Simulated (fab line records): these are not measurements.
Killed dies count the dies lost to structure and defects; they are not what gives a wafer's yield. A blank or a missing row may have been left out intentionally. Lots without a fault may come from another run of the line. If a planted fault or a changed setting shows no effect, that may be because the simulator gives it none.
Which tool did it?    flow gf180mcu    13 lots with 39 wafers sampled at 3 steps, on a route of 602 steps

WHAT EACH GAUGE READ, for each wafer
GF_V3_THK_MEAS_03. Usual: V3_CVD_02_THK typically reads 857 nm, with standard deviation 11.
lot   measured      on             V3_CVD_02_THK (nm)  flag
L434  day 21 07:20  film-metro-03  858 861 856         
L437  day 22 06:28  film-metro-03  853 872 871         
L438  day 22 17:19  film-metro-04  846 854 864         
L441  day 24 03:17  film-metro-03  858 879 874         
L442  day 24 08:29  film-metro-03  865 860 867         
L444  day 25 03:23  film-metro-02  852 838 877         
L445  day 25 18:33  film-metro-03  842 836 850         
L446  day 26 06:32  film-metro-04  859 860 860         
L450  day 27 01:39  film-metro-02  825 834 863         
L451  day 27 12:07  film-metro-02  861 870 868         
L452  day 27 16:20  film-metro-04  862 858 869         
L454  day 28 00:59  film-metro-03  845 858 867         
L455  day 28 05:10  film-metro-04  846 853 851         

GF_M4_THK_MEAS_06: measures by xrf. Usual: M4_ALCU_THK typically reads 459 nm, with standard deviation 4.9.
lot   measured      on             M4_ALCU_THK (nm)  flag
L434  day 22 09:24  film-metro-02  471 467 463       
L437  day 23 08:17  film-metro-01  463 460 458       
L438  day 23 18:40  film-metro-01  455 456 458       
L441  day 25 03:20  film-metro-03  470 457 461       
L442  day 25 08:45  film-metro-02  470 459 465       
L444  day 26 02:33  film-metro-03  459 462 466       
L445  day 26 17:42  film-metro-02  461 462 458       
L446  day 27 05:11  film-metro-02  454 462 451       
L450  day 27 23:33  film-metro-02  464 453 458       
L451  day 28 09:34  film-metro-01  461 463 465       
L452  day 28 14:13  film-metro-01  455 451 460       
L454  day 28 23:10  film-metro-01  456 455 451       
L455  day 29 02:51  film-metro-01  462 460 457       

GF_M4_CD_MEAS_14: target cd 280 nm. Usual: cd-nm at 280.1 nm, with a standard deviation of 0.97.
lot   measured      on         cd-nm (nm)         flag
L434  day 23 08:06  cd-sem-01  280.3 280.4 282.0  
L437  day 24 06:50  cd-sem-01  279.5 279.5 279.2  
L438  day 24 16:55  cd-sem-01  279.9 279.7 279.8  
L441  day 25 23:55  cd-sem-01  279.8 278.7 279.2  
L442  day 26 05:55  cd-sem-01  277.4 277.5 279.6  
L444  day 26 23:00  cd-sem-01  280.3 281.5 281.1  
L445  day 27 13:24  cd-sem-01  280.0 279.6 281.4  
L446  day 28 01:16  cd-sem-01  281.2 280.9 280.1  
L450  day 28 18:27  cd-sem-02  280.3 279.2 278.5  
L451  day 29 05:05  cd-sem-01  279.3 279.8 279.4  
L452  day 29 09:00  cd-sem-02  280.3 281.4 279.9  
L454  day 29 17:09  cd-sem-02  278.9 279.2 279.2  
L455  day 29 21:22  cd-sem-01  279.7 279.2 279.0  

WHICH TOOL RAN EACH LOT (tool, then ch and the chambers of the sampled wafers, then the start)
Before these readings, the record contains no process step.

WHAT THE TOOLS THEMSELVES READ (means of the sampled wafers that have a number; where no wafer has one, the mark that the record gives instead)
The record holds no such reading with a usual standard deviation.

THE ANSWER, worked out from the rows above alone
Rule: a lot is off if the mean of its wafers that have a number lies more than 3 standard deviations from the usual mean. A lot without any number at a reading at which 4 lots or more have one is off too. The other lots that the step has rows for count as sound. Order of review: gauges by route order, followed by the tools' own readings, for which a lot's mean as printed above is used. At the first step where some lot is off, the reading lying furthest off is the one used; lots without a number count as furthest.
No lot is off on any of the readings shown, so nothing can be concluded from this.

WHAT THE SIMULATOR HAD PUT IN
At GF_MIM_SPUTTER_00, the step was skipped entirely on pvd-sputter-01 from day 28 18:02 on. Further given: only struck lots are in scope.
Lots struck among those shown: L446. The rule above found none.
